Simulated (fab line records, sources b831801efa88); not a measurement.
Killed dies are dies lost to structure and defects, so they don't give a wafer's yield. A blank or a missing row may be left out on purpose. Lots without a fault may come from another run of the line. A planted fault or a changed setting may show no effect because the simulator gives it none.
A struck lot beside a sound one | flow sfq_line | 28 steps out of a route of 325
Sound: wafers L409.1, L409.3, L409.4. Struck: wafers L419.2, L419.3, L419.5. The cause comes at the end.
At each step with rows: each side's tool, then ch and its chambers, then its first start. Under that, the readings that differ: sound wafers | struck wafers | difference of the means | sigmas: that difference in standard deviations of wafers without a fault.
alike: readings whose means differ by less than 2 such deviations, and words and numbers that are the same on both sides. not compared: withheld readings, readings that some wafer has no value for, bounds like >300 that may hide the same value, and numbers for which the record gives no deviation and whose values overlap.
The two part at a step that has a row with sigmas, a row that says differs or no value, or rows on one side only. Numbers that don't overlap but have no deviation are shown without sigmas and don't part them. A reading that every wafer of one side lacks parts them only if that side has two wafers or more.

first, 6 steps without rows for these wafers: SFQ_TRILAYER_M0_LITHO_COAT_026 (resist thk 62 nm); SFQ_TRILAYER_M0_LITHO_COAT_021 (resist thk 600 nm); SFQ_TRILAYER_M0_LITHO_SOFTBAKE_025; SFQ_TRILAYER_M0_LITHO_EXPOSE_022 (exposes mask M0, target cd 500 nm); SFQ_TRILAYER_M0_LITHO_PEB_024 (peb time 60 s); SFQ_TRILAYER_M0_LITHO_DEVELOP_023 (time 60 s).
SFQ_M0_OVL_MEAS_906:
  sound on overlay-01, day 6 10:07; struck on overlay-02, day 7 23:07
  alike: M0_OVL
SFQ_TRILAYER_M0_BARC_OPEN_METAL_ETCH_031: etches BARC in O2, target depth 125 nm, time 41.7 s.
  sound on rie_metal-02 ch 0,1, day 6 10:09; struck on rie_metal-04 ch 0,1, day 7 23:09
  alike: drypump_motor_current_A, oes_product_au
  not compared: rf_hours_counter_h
then, 1 step without rows for these wafers: SFQ_TRILAYER_M0_ETCH_METAL_ETCH_024 (etches Nb in Cl2/Ar, stops on SiO2, target depth 240 nm, time 120 s).
SFQ_TRILAYER_M0_STRIP_STRIP_025: strips in O2.
  sound on rie_metal-02 ch 0,1, day 6 10:20; struck on rie_metal-04 ch 0,1, day 7 23:20
  alike: drypump_motor_current_A, oes_product_au
  not compared: rf_hours_counter_h
then, 1 step without rows for these wafers: SFQ_TRILAYER_M0_STRIP_SOLV_CLEAN_026 (cleans in NMP, time 600 s).
SFQ_TRILAYER_I0_DEP_PECVD_027: deposits SiO2 from SiH4/N2O, time 111.11 s, target thk 500 nm.
  sound on pecvd-01 ch 0,2, day 6 11:07; struck on pecvd-03 ch 0,1,2, day 8 00:07
  reading                | sound          | struck         | difference | sigmas
  throttle_valve_pct (%) | 23.2 22.5 22.3 | 25.0 25.8 25.3 | +2.7       | +2
  alike: heater_power_w
  not compared: since_wet_clean_h
SFQ_TRILAYER_I0_CMP_CMP_028: polishes SiO2.
  sound on cmp-02 ch 1,2,3, day 6 15:59; struck on cmp-01 ch 0,1,3, day 8 20:40
  reading                                             | sound             | struck            | difference | sigmas
  time_to_endpoint_s (s)                              | 210 217 213       | 230 227 230       | +16        | +2
  model.SiO2_of_TRILAYER_I0_DEP_PECVD_027.thk_nm (nm) | 199.9 201.1 199.2 | 186.8 185.9 185.6 | -14.0      |
  alike: motor_current_A
SFQ_I0_BOW_MEAS_907:
  sound on film_metro-04, day 6 18:59; struck on film_metro-03, day 8 23:11
  alike: I0_BOW
SFQ_TRILAYER_I0_METRO_MEASURE_029:
  sound on film_metro-04, day 6 19:07; struck on film_metro-03, day 8 23:29
  reading     | sound             | struck            | difference | sigmas
  thk_nm (nm) | 199.8 201.3 199.3 | 186.9 185.8 185.6 | -14.0      | -14
then, 6 steps without rows for these wafers: SFQ_TRILAYER_I0_VIA_LITHO_COAT_036 (resist thk 62 nm); SFQ_TRILAYER_I0_VIA_LITHO_COAT_031 (resist thk 650 nm); SFQ_TRILAYER_I0_VIA_LITHO_SOFTBAKE_035; SFQ_TRILAYER_I0_VIA_LITHO_EXPOSE_032 (exposes mask I0, target cd 500 nm); SFQ_TRILAYER_I0_VIA_LITHO_PEB_034 (peb time 60 s); SFQ_TRILAYER_I0_VIA_LITHO_DEVELOP_033 (time 60 s).
-- the record jumps here: 3 days lie between the struck wafers' starts before and after --
SFQ_I0_OVL_MEAS_908:
  sound on overlay-01, day 9 23:38; struck on overlay-02, day 12 00:05
  alike: I0_OVL
SFQ_TRILAYER_I0_VIA_BARC_OPEN_VIA_ETCH_046: etches BARC in O2, target depth 125 nm, time 41.7 s.
  sound on rie_diel-03 ch 1,2,3, day 9 23:40; struck on rie_diel-01 ch 1,3, day 12 00:07
  alike: drypump_motor_current_A, oes_product_au
  not compared: rf_hours_counter_h
SFQ_TRILAYER_I0_VIA_ETCH_VIA_ETCH_034: etches SiO2 in CHF3, stops on Nb, target depth 260 nm.
  sound on rie_diel-03 ch 1,2,3, day 9 23:43; struck on rie_diel-01 ch 1,3, day 12 00:10
  reading                        | sound             | struck            | difference | sigmas
  oes_product_au (a.u.)          | 0.859 0.858 0.855 | 0.822 0.824 0.818 | -0.036     | -7
  model.etch.depth_nm (nm)       | 199.9 201.1 199.2 | 186.8 185.9 185.6 | -14.0      |
  model.I0.feature_depth_nm (nm) | 199.9 201.1 199.2 | 186.8 185.9 185.6 | -14.0      |
  alike: drypump_motor_current_A
SFQ_TRILAYER_I0_VIA_STRIP_STRIP_035: strips in O2.
  sound on rie_metal-03 ch 0,1, day 9 23:49; struck on rie_metal-01 ch 0, day 12 00:17
  alike: drypump_motor_current_A, oes_product_au
  not compared: rf_hours_counter_h
then, 1 step without rows for these wafers: SFQ_TRILAYER_I0_VIA_STRIP_SOLV_CLEAN_036 (cleans in NMP, time 600 s).
SFQ_TRILAYER_M1_DEP_PRE_CLEAN_038: time 22.5 s.
  sound on pvd_sputter-04, day 10 00:36; struck on pvd_sputter-04, day 12 01:03
  reading                                             | sound             | struck            | difference | sigmas
  model.SiO2_of_TRILAYER_I0_DEP_PECVD_027.thk_nm (nm) | 192.4 193.6 191.7 | 179.3 178.4 178.1 | -14.0      |
then, 1 step without rows for these wafers: SFQ_TRILAYER_M1_DEP_SPUTTER_037 (material Nb, target thk 200 nm, time 133.3 s).

WHERE THEY PART
First at SFQ_TRILAYER_I0_DEP_PECVD_027; last, within this record, at SFQ_TRILAYER_I0_VIA_ETCH_VIA_ETCH_034. Later steps at which nothing parts them and some readings are alike: SFQ_TRILAYER_I0_VIA_STRIP_STRIP_035.

WHY: what the simulator had put in
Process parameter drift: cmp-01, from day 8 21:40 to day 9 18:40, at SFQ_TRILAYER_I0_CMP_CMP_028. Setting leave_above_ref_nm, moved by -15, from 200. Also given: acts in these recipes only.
